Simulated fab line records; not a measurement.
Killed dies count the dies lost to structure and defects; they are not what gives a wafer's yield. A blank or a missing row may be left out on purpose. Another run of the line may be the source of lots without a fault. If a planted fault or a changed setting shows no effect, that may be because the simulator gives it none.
fab line records    flow sky130
[record] lots = 13  wafers = 39  last_day = 50
route steps=708 shown SONOS_ONO@172 VIA4@658 METAL5@664 PAD_OPEN@708
lots untouched by any fault: they come from a run of this same line in which no faults occurred
start_h: the number of hours between the record's first day and the start of the first shown wafer of the lot    wait_h: time in hours since the lot's previous step    " identical to the entry in the row above    L1.1+2: several wafers, shown together as one row    - either no value or no given start    * or withheld: withheld    < > ~ a bound
route shown NAME@n: a module of which the file shows steps, and the number in the route of the first    usual: mean/standard deviation of fault-free wafers    same: alike in all rows    chamber/n: place in a boat    sites: each site's reading    _std_site: the values' standard deviation    _edge_site: mean of outer sites minus mean of inner sites    radius_mm: how far each site lies from the wafer's centre    mask NAME#n: copy n    behind: the last tool/chamber to shape the wafer    hold: why the lot was held/for how many hours/how that ended    device: names the non-switching transistor (n, p or np)    end of line: tests run on the same wafers once the route is complete    step lacking rows: just its recipe    killed: the dies lost at the first sort to structure and to defects; this is not the yield of the wafer    map: the dies of a wafer, with x for killed, . for not killed, _ for no die there
set.NAME: the setting that was run; set.NAME@STEP: the one run at that earlier step    model.NAME: the simulator's own value behind a step, which no gauge read
one table for each step of the route and one row for each wafer, over a sample of lots
services: the hour from which a tool's chamber was out of use, counted from the record's first day as start_h (under 0 if before that day), plus the number of hours and why
[[steps]]
[step SKY_SONOS_ONO_CVD_04]
[recipe] material = SiO2  precursor = SiH4/N2O  target_thk_nm = 5.7199  temp_c = 900  pressure_mtorr = 400
[usual] spike_tc_centre_C = 900.4/1  zone_power_bottom_pct = 28.2/2.3  zone_power_upper_pct = 18.1/1.3
lot.wafer  tool      chamber  start_h  wait_h  spike_tc_centre_C  zone_power_bottom_pct  zone_power_upper_pct
L153.1     lpcvd-03  0        255.30   0.1     901.0              31.3                   19.5
L153.3     "         0        "        "       901.4              31.2                   20.0
L153.4     "         0        "        "       901.1              31.3                   19.8
L154.1     lpcvd-03  1        255.30   0.1     898.9              26.2                   16.9
L154.4     "         1        "        "       901.8              26.5                   17.3
L154.6     "         1        "        "       901.0              26.4                   17.0
L155.1     lpcvd-03  1        261.99   0.1     901.2              26.2                   17.0
L155.3     "         1        "        "       901.3              26.3                   16.9
L155.6     "         1        "        "       899.8              26.5                   17.1
L157.2     lpcvd-03  1        276.65   0.0     900.5              26.9                   17.3
L157.3     "         1        "        "       901.8              26.8                   17.1
L157.4     "         1        "        "       899.7              26.4                   17.1
L158.2     lpcvd-03  1        291.18   0.0     899.9              26.5                   17.2
L158.3     "         1        "        "       899.8              26.4                   16.8
L158.5     "         1        "        "       901.4              26.0                   17.1
L167.3     lpcvd-03  1        364.36   0.0     900.4              26.8                   17.1
L167.4     "         1        "        "       901.2              26.8                   17.3
L167.6     "         1        "        "       900.3              26.4                   17.2
L168.1     lpcvd-03  0        382.26   0.1     900.6              31.2                   20.0
L168.3     "         0        "        "       899.4              31.2                   20.0
L168.5     "         0        "        "       901.8              30.7                   19.9
L170.3     lpcvd-03  1        390.25   0.0     898.5              27.0                   16.8
L170.5     "         1        "        "       900.0              26.7                   17.0
L170.6     "         1        "        "       900.3              26.3                   17.1
L171.2     lpcvd-03  1        401.16   0.0     901.3              26.4                   16.9
L171.3     "         1        "        "       902.5              27.1                   17.0
L171.6     "         1        "        "       899.6              26.2                   17.3
L172.1     lpcvd-03  0        410.88   0.1     900.5              31.4                   19.5
L172.4     "         0        "        "       899.1              31.4                   20.1
L172.5     "         0        "        "       900.7              31.0                   19.6
L173.1     lpcvd-03  0        416.07   0.1     901.4              30.6                   19.9
L173.3     "         0        "        "       899.2              31.2                   19.8
L173.4     "         0        "        "       899.7              31.5                   20.0
L174.2     lpcvd-03  1        417.32   0.2     901.8              26.7                   17.2
L174.4     "         1        "        "       899.5              26.3                   17.3
L174.5     "         1        "        "       899.6              26.5                   17.2
L175.1     lpcvd-03  1        426.57   0.1     900.5              26.3                   17.3
L175.2     "         1        "        "       899.2              26.4                   17.0
L175.4     "         1        "        "       899.9              26.5                   17.1
[step SKY_VIA4_RS_MEAS_19]
[recipe] thk_meas_gauge = four-point-probe  reads = W_of_VIA4_CVD_18+TiN_of_VIA4_SPUTTER_17
[usual] VIA4_W_RS = 0.2248/0.0027
lot.wafer  tool           chamber  start_h  wait_h  VIA4_W_RS[ohm/sq]
L153.1     film_metro-02  -        1004.84  0.3     0.2247
L153.3     "              -        "        "       0.2229
L153.4     "              -        "        "       0.2260
L154.1     film_metro-03  -        1005.19  0.1     0.2267
L154.4     "              -        "        "       0.2289
L154.6     "              -        "        "       0.2297
L155.1     film_metro-03  -        1008.45  0.3     0.2275
L155.3     "              -        "        "       0.2272
L155.6     "              -        "        "       0.2276
L157.2     film_metro-03  -        1027.84  0.1     0.2252
L157.3     "              -        "        "       0.2239
L157.4     "              -        "        "       0.2216
L158.2     film_metro-02  -        1038.58  0.1     0.2224
L158.3     "              -        "        "       0.2241
L158.5     "              -        "        "       0.2224
L167.3     film_metro-02  -        1097.65  0.1     0.2248
L167.4     "              -        "        "       0.2198
L167.6     "              -        "        "       0.2202
L168.1     film_metro-01  -        1108.56  0.1     0.2252
L168.3     "              -        "        "       0.2249
L168.5     "              -        "        "       0.2254
L170.3     film_metro-01  -        1117.70  0.1     0.2217
L170.5     "              -        "        "       0.2289
L170.6     "              -        "        "       0.2208
L171.2     film_metro-01  -        1119.14  0.1     0.2246
L171.3     "              -        "        "       0.2218
L171.6     "              -        "        "       0.2216
L172.1     film_metro-01  -        1125.98  0.1     0.2233
L172.4     "              -        "        "       0.2258
L172.5     "              -        "        "       0.2231
L174.2     film_metro-02  -        1127.23  0.1     0.2271
L174.4     "              -        "        "       0.2238
L174.5     "              -        "        "       0.2230
L173.1     film_metro-03  -        1132.41  0.1     0.2279
L173.3     "              -        "        "       0.2288
L173.4     "              -        "        "       0.2254
L175.1     film_metro-03  -        1136.67  0.1     0.2281
L175.2     "              -        "        "       0.2211
L175.4     "              -        "        "       0.2304
[step SKY_METAL5_SPUTTER_03]
[recipe] material = Ti  target_thk_nm = 5  power_w = 3000  time_s = 3.3  chamber_pressure_pa = 0.4
[usual] throttle_valve_pct = 30.4/0.79
lot.wafer  tool            chamber  start_h  wait_h  throttle_valve_pct
L153.1     pvd_sputter-04  -        1005.42  0.0     29.9
L153.3     "               -        "        "       31.5
L153.4     "               -        "        "       29.8
L154.1     pvd_sputter-03  -        1005.77  0.0     30.7
L154.4     "               -        "        "       29.7
L154.6     "               -        "        "       30.7
L155.1     pvd_sputter-01  -        1009.03  0.0     31.7
L155.3     "               -        "        "       30.3
L155.6     "               -        "        "       31.5
L157.2     pvd_sputter-03  -        1029.04  0.0     29.7
L157.3     "               -        "        "       30.7
L157.4     "               -        "        "       30.9
L158.2     pvd_sputter-04  -        1039.14  0.0     30.5
L158.3     "               -        "        "       29.9
L158.5     "               -        "        "       31.2
L167.3     pvd_sputter-03  -        1098.19  0.0     29.6
L167.4     "               -        "        "       29.8
L167.6     "               -        "        "       29.8
L168.1     pvd_sputter-01  -        1109.14  0.0     30.9
L168.3     "               -        "        "       28.8
L168.5     "               -        "        "       30.7
L170.3     pvd_sputter-04  -        1118.24  0.0     29.7
L170.5     "               -        "        "       31.4
L170.6     "               -        "        "       30.2
L171.2     pvd_sputter-03  -        1119.70  0.0     30.6
L171.3     "               -        "        "       30.3
L171.6     "               -        "        "       30.8
L172.1     pvd_sputter-03  -        1126.56  0.0     30.6
L172.4     "               -        "        "       29.9
L172.5     "               -        "        "       29.7
L174.2     pvd_sputter-01  -        1127.79  0.0     31.1
L174.4     "               -        "        "       31.8
L174.5     "               -        "        "       28.6
L173.1     pvd_sputter-03  -        1132.99  0.0     29.8
L173.3     "               -        "        "       30.5
L173.4     "               -        "        "       30.0
L175.1     pvd_sputter-03  -        1137.88  0.0     29.6
L175.2     "               -        "        "       30.7
L175.4     "               -        "        "       29.9
[step SKY_METAL5_SPUTTER_04]
[recipe] material = TiN  target_thk_nm = 70  power_w = 6500  time_s = 58.3  chamber_pressure_pa = 0.4
[usual] throttle_valve_pct = 30.4/0.79
lot.wafer  tool            chamber  start_h  wait_h  throttle_valve_pct
L153.1     pvd_sputter-04  -        1005.44  0.0     30.2
L153.3     "               -        "        "       31.4
L153.4     "               -        "        "       30.0
L154.1     pvd_sputter-03  -        1005.79  0.0     30.5
L154.4     "               -        "        "       29.5
L154.6     "               -        "        "       30.7
L155.1     pvd_sputter-01  -        1009.05  0.0     31.8
L155.3     "               -        "        "       30.1
L155.6     "               -        "        "       31.8
L157.2     pvd_sputter-03  -        1029.06  0.0     29.7
L157.3     "               -        "        "       30.7
L157.4     "               -        "        "       30.7
L158.2     pvd_sputter-04  -        1039.16  0.0     30.1
L158.3     "               -        "        "       29.7
L158.5     "               -        "        "       31.2
L167.3     pvd_sputter-03  -        1098.21  0.0     29.7
L167.4     "               -        "        "       29.7
L167.6     "               -        "        "       29.6
L168.1     pvd_sputter-01  -        1109.16  0.0     31.0
L168.3     "               -        "        "       28.4
L168.5     "               -        "        "       31.1
L170.3     pvd_sputter-04  -        1118.26  0.0     29.8
L170.5     "               -        "        "       31.0
L170.6     "               -        "        "       30.3
L171.2     pvd_sputter-03  -        1119.72  0.0     30.5
L171.3     "               -        "        "       30.7
L171.6     "               -        "        "       30.5
L172.1     pvd_sputter-03  -        1126.58  0.0     30.8
L172.4     "               -        "        "       29.5
L172.5     "               -        "        "       29.6
L174.2     pvd_sputter-01  -        1127.81  0.0     30.9
L174.4     "               -        "        "       31.8
L174.5     "               -        "        "       28.6
L173.1     pvd_sputter-03  -        1133.01  0.0     29.9
L173.3     "               -        "        "       30.6
L173.4     "               -        "        "       29.8
L175.1     pvd_sputter-03  -        1137.90  0.0     29.5
L175.2     "               -        "        "       30.7
L175.4     "               -        "        "       29.9
[step SKY_PAD_OPEN_PROBE_99]
[usual] killed_at_M0_to_M3 = 44/7.2  killed_at_M4_up = 3.1/1.8  killed_at_contacts = 25/5.2  killed_at_front_end = 15/3.9  killed_at_other = 0.2/0.5  killed_dies = 86/9.5  killed_open = 47/7.3  killed_short = 40/6
[same] gross_dies = 492  killed_at_back_side = 0
lot.wafer  tool       chamber  start_h  wait_h  killed_at_M0_to_M3  killed_at_M4_up  killed_at_contacts  killed_at_front_end  killed_at_other  killed_dies  killed_open  killed_short
L153.1     prober-02  -        1074.77  0.1     40                  2                19                  10                   1                72           41           31
L153.3     prober-02  -        1074.87  0.2     40                  1                25                  8                    1                75           45           30
L153.4     prober-02  -        1074.92  0.2     57                  6                20                  14                   0                97           53           44
L154.1     prober-02  -        1075.72  0.1     52                  3                29                  14                   0                98           46           52
L154.4     prober-02  -        1075.87  0.2     48                  3                21                  15                   0                87           39           48
L154.6     prober-02  -        1075.97  0.2     49                  0                34                  13                   1                97           53           44
L157.2     prober-02  -        1095.63  0.1     38                  3                28                  75                   1                145          42           45
L157.3     prober-02  -        1095.68  0.2     47                  3                31                  62                   0                143          50           43
L157.4     prober-02  -        1095.73  0.2     57                  1                28                  66                   0                152          57           44
L158.2     prober-01  -        1105.41  0.1     34                  2                23                  74                   0                133          42           30
L158.3     prober-01  -        1105.46  0.2     49                  2                33                  66                   0                150          53           48
L158.5     prober-01  -        1105.56  0.2     37                  0                23                  70                   1                131          38           33
L167.3     prober-01  -        1157.99  0.2     49                  2                15                  22                   0                88           43           43
L167.6     prober-01  -        1158.14  0.2     43                  5                24                  13                   0                85           42           43
L170.3     prober-02  -        1175.82  0.2     49                  3                22                  12                   0                86           56           30
L170.5     prober-02  -        1175.92  0.2     33                  4                28                  14                   0                79           45           34
L170.6     prober-02  -        1175.97  0.2     57                  1                22                  13                   0                93           51           42
L174.2     prober-01  -        1184.11  0.1     57                  2                17                  16                   0                92           62           30
L174.4     prober-01  -        1184.21  0.2     30                  2                31                  11                   0                74           37           37
L174.5     prober-01  -        1184.26  0.2     47                  4                15                  17                   0                83           38           45
// killed by level:class
L153.1 VIA1:geometric_particle:open=10 CONTACT:geometric_particle:open=9 POLY_GATE:geometric_particle:open=6 VIA2:geometric_particle:open=6 VIA1:geometric_particle:short=5 LI_CONTACT:geometric_particle:open=4 LOCAL_INTERCONNECT:geometric_particle:short=4 METAL1:geometric_particle:short=4
L153.3 VIA1:geometric_particle:open=13 CONTACT:geometric_particle:open=10 LOCAL_INTERCONNECT:geometric_particle:short=5 VIA1:geometric_particle:short=5 FIELD_ISO:geometric_particle:open=4 LI_CONTACT:geometric_particle:short=4 LI_CONTACT:geometric_particle:open=4 VIA2:geometric_particle:open=4
L153.4 VIA3:geometric_particle:open=12 VIA1:geometric_particle:open=11 METAL2:geometric_particle:short=9 METAL3:geometric_particle:short=6 LI_CONTACT:geometric_particle:short=6 POLY_GATE:geometric_particle:open=5 LOCAL_INTERCONNECT:geometric_particle:short=4 CONTACT:geometric_particle:open=4
L154.1 VIA1:geometric_particle:open=11 LI_CONTACT:geometric_particle:open=9 METAL2:geometric_particle:short=9 CONTACT:geometric_particle:open=8 METAL1:geometric_particle:short=7 VIA2:geometric_particle:open=6 LI_CONTACT:geometric_particle:short=5 FIELD_ISO:geometric_particle:short=4
L154.4 METAL2:geometric_particle:short=9 VIA1:geometric_particle:open=7 CONTACT:geometric_particle:open=6 VIA2:geometric_particle:open=6 LI_CONTACT:geometric_particle:open=5 CONTACT:geometric_particle:short=5 METAL3:geometric_particle:short=5 VIA3:geometric_particle:short=5
L154.6 VIA3:geometric_particle:open=12 VIA1:geometric_particle:open=11 CONTACT:geometric_particle:open=10 LI_CONTACT:geometric_particle:open=9 METAL1:geometric_particle:short=8 CONTACT:geometric_particle:short=7 METAL2:geometric_particle:short=7 POLY_GATE:geometric_particle:short=5
L157.2 SONOS_ONO:unspecified=58 CONTACT:geometric_particle:open=10 METAL2:geometric_particle:short=9 VIA1:geometric_particle:open=8 LOCAL_INTERCONNECT:geometric_particle:short=7 LI_CONTACT:geometric_particle:open=7 VIA1:geometric_particle:short=7 POLY_GATE:geometric_particle:short=5
L157.3 SONOS_ONO:unspecified=50 VIA1:geometric_particle:open=14 LI_CONTACT:geometric_particle:open=9 VIA1:geometric_particle:short=9 CONTACT:geometric_particle:open=8 FIELD_ISO:geometric_particle:short=6 CONTACT:geometric_particle:short=6 METAL2:geometric_particle:open=6
L157.4 SONOS_ONO:unspecified=51 LI_CONTACT:geometric_particle:open=12 VIA1:geometric_particle:open=8 VIA3:geometric_particle:short=7 CONTACT:geometric_particle:open=7 METAL2:geometric_particle:short=7 VIA3:geometric_particle:open=7 VIA2:geometric_particle:open=6
L158.2 SONOS_ONO:unspecified=61 VIA1:geometric_particle:open=12 LI_CONTACT:geometric_particle:open=8 CONTACT:geometric_particle:open=7 CONTACT:geometric_particle:short=6 FIELD_ISO:geometric_particle:short=5 VIA3:geometric_particle:open=5 METAL2:geometric_particle:short=4
L158.3 SONOS_ONO:unspecified=49 VIA1:geometric_particle:open=14 CONTACT:geometric_particle:open=13 VIA1:geometric_particle:short=8 METAL2:geometric_particle:short=7 VIA2:geometric_particle:open=7 POLY_GATE:geometric_particle:short=6 LOCAL_INTERCONNECT:geometric_particle:short=6
L158.5 SONOS_ONO:unspecified=60 CONTACT:geometric_particle:open=10 VIA1:geometric_particle:open=8 LI_CONTACT:geometric_particle:open=7 FIELD_ISO:geometric_particle:open=4 FIELD_ISO:geometric_particle:short=4 VIA1:geometric_particle:short=4 VIA3:geometric_particle:open=4
L167.3 VIA1:geometric_particle:open=9 METAL1:geometric_particle:short=8 VIA2:geometric_particle:open=8 FIELD_ISO:geometric_particle:short=6 VIA1:geometric_particle:short=6 POLY_GATE:geometric_particle:open=5 CONTACT:geometric_particle:open=5 FIELD_ISO:geometric_particle:open=4
L167.6 VIA1:geometric_particle:open=9 CONTACT:geometric_particle:open=8 VIA3:geometric_particle:short=7 VIA1:geometric_particle:short=7 LI_CONTACT:geometric_particle:open=6 CONTACT:geometric_particle:short=5 METAL2:geometric_particle:short=5 FIELD_ISO:geometric_particle:open=4
L170.3 VIA3:geometric_particle:open=13 VIA1:geometric_particle:open=10 VIA2:geometric_particle:open=9 CONTACT:geometric_particle:open=8 LI_CONTACT:geometric_particle:open=7 FIELD_ISO:geometric_particle:open=3 LI_CONTACT:geometric_particle:short=3 METAL1:geometric_particle:short=3
L170.5 CONTACT:geometric_particle:open=13 CONTACT:geometric_particle:short=8 VIA3:geometric_particle:open=6 VIA1:geometric_particle:open=5 VIA2:geometric_particle:open=5 VIA2:geometric_particle:short=5 FIELD_ISO:geometric_particle:short=4 POLY_GATE:geometric_particle:open=4
L170.6 VIA1:geometric_particle:open=11 VIA2:geometric_particle:open=10 VIA1:geometric_particle:short=9 METAL1:geometric_particle:short=8 CONTACT:geometric_particle:open=7 METAL2:geometric_particle:short=7 LI_CONTACT:geometric_particle:open=6 FIELD_ISO:geometric_particle:open=5
L174.2 VIA1:geometric_particle:open=17 VIA3:geometric_particle:open=12 CONTACT:geometric_particle:open=11 FIELD_ISO:geometric_particle:open=7 VIA1:geometric_particle:short=6 METAL1:geometric_particle:short=5 LI_CONTACT:geometric_particle:open=4 VIA2:geometric_particle:open=4
L174.4 LI_CONTACT:geometric_particle:open=7 LOCAL_INTERCONNECT:geometric_particle:short=7 CONTACT:geometric_particle:short=7 METAL1:geometric_particle:short=6 FIELD_ISO:geometric_particle:open=5 VIA1:geometric_particle:open=5 CONTACT:geometric_particle:open=5 METAL3:geometric_particle:short=5
L174.5 CONTACT:geometric_particle:open=8 METAL1:geometric_particle:short=8 VIA3:geometric_particle:open=8 VIA2:geometric_particle:open=6 VIA1:geometric_particle:open=5 METAL2:geometric_particle:short=5 METAL3:geometric_particle:short=5 FIELD_ISO:geometric_particle:short=4
[[services]]
tool            chamber  start_h  hours  kind
pvd_sputter-01  -        243.73   1.0    repair
pvd_sputter-01  -        256.56   5.0    repair
pvd_sputter-03  -        259.85   1.7    repair
lpcvd-03        -        264.07   1.6    repair
lpcvd-03        -        309.49   6.0    pm
pvd_sputter-01  -        352.04   0.5    repair
pvd_sputter-03  -        366.31   2.9    repair
pvd_sputter-04  -        376.68   6.7    repair
pvd_sputter-01  -        396.64   0.7    repair
pvd_sputter-01  -        408.50   9.2    repair
pvd_sputter-04  -        490.35   3.1    repair
pvd_sputter-01  -        493.83   10.6   repair
pvd_sputter-04  -        506.64   1.9    repair
pvd_sputter-01  -        508.03   8.8    repair
lpcvd-03        -        668.93   6.1    pm
lpcvd-03        -        978.23   1.5    repair
pvd_sputter-03  -        980.56   1.7    repair
pvd_sputter-03  -        981.29   2.4    repair
pvd_sputter-03  -        1007.04  9.2    repair
pvd_sputter-03  -        1015.63  1.5    repair
pvd_sputter-03  -        1065.68  2.2    repair
pvd_sputter-03  -        1078.53  2.4    repair
pvd_sputter-03  -        1094.08  0.5    repair
lpcvd-03        -        1123.87  0.5    repair
[[key]]
[first_sign] step = SKY_PAD_OPEN_PROBE_99  reading = killed_at_front_end  direction = up  sigmas = 14  usual = 15  struck = 69
[effect] step = SKY_PAD_OPEN_PROBE_99  reading = killed_dies  direction = up  sigmas = 5.9  usual = 86  struck = 142
met_at SKY_SONOS_ONO_CVD_04
struck_lots L157,L158
tester_left_out L157,L158
not_acting_at SKY_VIA4_RS_MEAS_19,SKY_METAL5_SPUTTER_03,SKY_METAL5_SPUTTER_04
onset_between 261.99 276.65
[fault] kind = chamber_particle_source  tool = lpcvd-03  chamber = -  onset_h = 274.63  steps = SKY_SONOS_ONO_CVD_04  rate_per_visit_cm2 = 0.7998  end_h = 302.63
// tester_left_out: of these lots the tester's yield and bins aren't shown, on N5 and GAA mostly nor the transistor test; their killed dies are dies lost to structure and defects alone, not to doping, threshold or leakage, so they don't give the yield
